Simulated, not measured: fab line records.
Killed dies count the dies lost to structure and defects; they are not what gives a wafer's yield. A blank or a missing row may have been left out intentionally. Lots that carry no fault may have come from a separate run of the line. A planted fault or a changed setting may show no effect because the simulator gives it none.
fab line records ; flow sky130
[record] lots = 6; wafers = 18; lastDay = 48
route steps=708 shown LDD_HVP@282 LDD_LDN@289
lots with no fault: from the same line, run without faults
startH: the number of hours between the record's first day and the start of the first shown wafer of the lot ; waitH: time in hours since the lot's previous step ; " the same as in the row above ; L1.1+2: several wafers, shown together as one row ; - no value present, or no start provided ; * or withheld: withheld ; < > ~ a bound
route shown NAME@n: NAME is a module with steps in the file, n the number in the route of the first one ; usual: mean and standard deviation over wafers with no fault ; same: alike in all rows ; chamber/n: place in a boat ; sites: the reading at each site ; _std_site: standard deviation across them ; _edge_site: inner sites' mean taken away from outer sites' mean ; radiusMm: for every site, how far away it sits from the centre of the wafer ; mask NAME#n: copy n ; behind: tool/chamber where the wafer was last shaped ; hold: why the lot went on hold/how many hours it stayed there/how the hold came to an end ; device: whichever transistor did not switch (one of n, p or np) ; end of line: at the end of the route, the tests of the same wafers ; for a step that has no rows: nothing shown but its recipe ; killed: count of dies lost to structure and defects at first sort (not the wafer's yield) ; map: a wafer's dies, marking killed ones x, the rest . and places with no die _
set.NAME: the setting the step ran with; set.NAME@STEP: the setting that earlier step ran with ; model.NAME: the simulator's own value behind a step, which no gauge read
lots at selected steps of the route; one table per step, one row per wafer
services: when a tool's chamber went out of use (startH, in hours from the record's first day, below 0 if earlier), for how many hours, and the reason
[[steps]]
[step SKY_LDD_HVP_EXPOSE_04]
[recipe] maskId = HVPTM; na = 0.6; sourceShape = conventional; sigmaOuter = 0.6; polarization = unpolarized; targetCdNm = 700; doseMj = 86
[step SKY_LDD_HVP_PEB_05]
[recipe] tempC = withheld; timeS = *; resist = NOVOLAK
[step SKY_LDD_HVP_DEVELOP_06]
[recipe] resist = NOVOLAK; developer = TMAH; developTimeS = 60; devTempC = 23
[step SKY_LDD_HVP_OVL_MEAS_07]
[usual] LDD_HVP_OVL = -0.2/1.6
lot.wafer;tool;chamber;startH;waitH;LDD_HVP_OVL[nm]
L389.1;overlay-02;-;521.62;0.1;0.3
L389.2;overlay-02;-;521.62;0.1;0.9
L389.5;overlay-02;-;521.62;0.1;-0.6
L391.1;overlay-01;-;531.06;0.1;0.1
L391.4;overlay-01;-;531.06;0.1;-0.7
L391.6;overlay-01;-;531.06;0.1;-3.0
L396.2;overlay-02;-;566.97;0.1;2.0
L396.4;overlay-02;-;566.97;0.1;0.7
L396.6;overlay-02;-;566.97;0.1;-1.1
L397.1;overlay-02;-;581.41;0.1;-0.3
L397.3;overlay-02;-;581.41;0.1;-0.9
L397.5;overlay-02;-;581.41;0.1;0.5
L398.3;overlay-01;-;587.99;0.1;1.3
L398.4;overlay-01;-;587.99;0.1;0.1
L398.5;overlay-01;-;587.99;0.1;-0.7
L399.2;overlay-01;-;600.53;0.1;1.1
L399.3;overlay-01;-;600.53;0.1;1.0
L399.6;overlay-01;-;600.53;0.1;-0.5
[step SKY_LDD_HVP_IMPLANT_08]
[recipe] species = B; energyKev = 20; doseCm2 = 1.7e+13; tiltDeg = 17.9
[step SKY_LDD_HVP_STRIP_09]
[recipe] chemistry = O2/N2; powerW = 1400; pressureMtorr = 1500; platenTempC = withheld; o2FlowSccm = 3000; n2FlowSccm = 300; overashFraction = 0.5
[usual] drypumpMotorCurrentA = 5.61/0.24; oesProductAu = 0.408/0.005; stripTimeToEndpointS = 4.132/0.014
lot.wafer;tool;chamber;startH;waitH;drypumpMotorCurrentA;oesProductAu;rfHoursCounterH;stripTimeToEndpointS
L389.1;plasmaAsher-02;0;521.81;0.1;5.42;0.418;41;4.130
L389.2;plasmaAsher-02;1;521.81;0.1;5.56;0.404;41;4.151
L389.5;plasmaAsher-02;1;521.81;0.1;5.57;0.408;-;4.151
L391.1;plasmaAsher-04;1;531.25;0.1;5.24;0.408;84;4.133
L391.4;plasmaAsher-04;0;531.25;0.1;5.74;0.403;-;4.133
L391.6;plasmaAsher-04;1;531.25;0.1;5.22;0.409;-;4.137
L396.2;plasmaAsher-01;1;567.15;0.1;6.03;0.394;10;4.128
L396.4;plasmaAsher-01;0;567.15;0.1;5.55;0.409;-;4.160
L396.6;plasmaAsher-01;1;567.15;0.1;6.01;0.400;-;4.130
L397.1;plasmaAsher-04;0;581.59;0.1;5.68;0.400;89;4.143
L397.3;plasmaAsher-04;0;581.59;0.1;5.72;0.410;-;4.132
L397.5;plasmaAsher-04;0;581.59;0.1;5.70;0.406;-;4.128
L398.3;plasmaAsher-01;0;588.19;0.1;5.57;0.412;-;4.139
L398.4;plasmaAsher-01;1;588.19;0.1;6.01;0.408;-;4.113
L398.5;plasmaAsher-01;1;588.19;0.1;6.00;0.410;-;4.123
L399.2;plasmaAsher-02;0;600.71;0.1;5.42;0.405;48;4.126
L399.3;plasmaAsher-02;0;600.71;0.1;5.41;0.402;-;4.131
L399.6;plasmaAsher-02;1;600.71;0.1;5.57;0.411;-;4.120
[step SKY_LDD_HVP_TW_MEAS_10]
[usual] LDD_HVP_TW = 458/4.4
lot.wafer;tool;chamber;startH;waitH;LDD_HVP_TW
L389.1;filmMetro-04;-;521.91;0.1;461
L389.2;filmMetro-04;-;521.91;0.1;460
L389.5;filmMetro-04;-;521.91;0.1;464
L391.1;filmMetro-02;-;531.35;0.1;462
L391.4;filmMetro-02;-;531.35;0.1;464
L391.6;filmMetro-02;-;531.35;0.1;464
L396.2;filmMetro-01;-;567.26;0.1;452
L396.4;filmMetro-01;-;567.26;0.1;451
L396.6;filmMetro-01;-;567.26;0.1;451
L397.1;filmMetro-01;-;581.69;0.1;454
L397.3;filmMetro-01;-;581.69;0.1;454
L397.5;filmMetro-01;-;581.69;0.1;455
L398.3;filmMetro-04;-;588.28;0.1;460
L398.4;filmMetro-04;-;588.28;0.1;459
L398.5;filmMetro-04;-;588.28;0.1;461
L399.2;filmMetro-04;-;600.82;0.1;459
L399.3;filmMetro-04;-;600.82;0.1;456
L399.6;filmMetro-04;-;600.82;0.1;459
[step SKY_LDD_LDN_DEHYDRATE_00]
[recipe] tempC = 200; timeS = 60
[step SKY_LDD_LDN_HMDS_01]
[recipe] primeTimeS = 60; primeTempC = 120
[step SKY_LDD_LDN_COAT_02]
[recipe] resist = NOVOLAK; spinRpm = 3000; resistThkNm = 1140
[step SKY_LDD_LDN_SOFTBAKE_03]
[recipe] tempC = 90; timeS = 60; resist = NOVOLAK
[step SKY_LDD_LDN_EXPOSE_04]
[recipe] maskId = LDNTM; na = 0.6; sourceShape = conventional; sigmaOuter = 0.6; polarization = unpolarized; targetCdNm = 700; doseMj = 140
[step SKY_LDD_LDN_PEB_05]
[recipe] tempC = withheld; timeS = *; resist = NOVOLAK
[usual] chillPlateTempC = *; exhaustPa = 45.1/1
lot.wafer;tool;chamber;startH;waitH;chillPlateTempC;exhaustPa
L389.1;lithoTrack-01;0;551.10;-;*;45.2
L389.2;lithoTrack-01;0;551.10;-;*;45.9
L389.5;lithoTrack-01;0;551.10;-;*;45.3
L391.1;lithoTrack-03;0;560.63;-;*;44.5
L391.4;lithoTrack-03;0;560.63;-;*;45.8
L391.6;lithoTrack-03;0;560.63;-;*;44.5
L396.2;lithoTrack-04;-;595.53;-;-;-
L396.4;lithoTrack-04;-;595.53;-;-;-
L396.6;lithoTrack-04;-;595.53;-;-;-
L397.1;lithoTrack-03;-;610.22;-;-;-
L397.3;lithoTrack-03;-;610.22;-;-;-
L397.5;lithoTrack-03;-;610.22;-;-;-
L398.3;lithoTrack-01;0;616.20;-;*;44.1
L398.4;lithoTrack-01;0;616.20;-;*;44.9
L398.5;lithoTrack-01;0;616.20;-;*;45.1
L399.2;lithoTrack-01;0;629.57;-;*;46.3
L399.3;lithoTrack-01;0;629.57;-;*;44.6
L399.6;lithoTrack-01;0;629.57;-;*;45.1
[step SKY_LDD_LDN_DEVELOP_06]
[recipe] resist = NOVOLAK; developer = TMAH; developTimeS = 60; devTempC = 23
[[services]]
tool;chamber;startH;hours;kind
lithoTrack-04;-;582.66;-;consumableReplace:filter
plasmaAsher-02;-;585.92;7.5;repair
plasmaAsher-02;-;620.74;2.8;pm
[[key]]
[firstSign] step = SKY_LDD_LDN_PEB_05; reading = toolRecord; direction = missing
effect none on later readings
metAt SKY_LDD_LDN_PEB_05
struckWafers L396.2,L396.4,L396.6,L397.1,L397.3,L397.5
sortLeftOut L396.2,L396.4,L396.6,L397.1,L397.3,L397.5
testerLeftOut L396,L397
onsetBetween 560.63 595.53
[fault] kind = skippedStepWhole; tool = lithoTrack-03,lithoTrack-04; chamber = -; onsetH = 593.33; steps = SKY_LDD_LDN_PEB_05; scope = struckLotsOnly
// testerLeftOut: of these lots the tester's yield and bins aren't shown, on N5 and GAA mostly nor the transistor test; their killed dies are dies lost to structure and defects alone, not to doping, threshold or leakage, so they don't give the yield
// sortLeftOut: the simulated sort isn't trusted on such a fault, so these wafers' sort isn't shown, and their yield isn't known
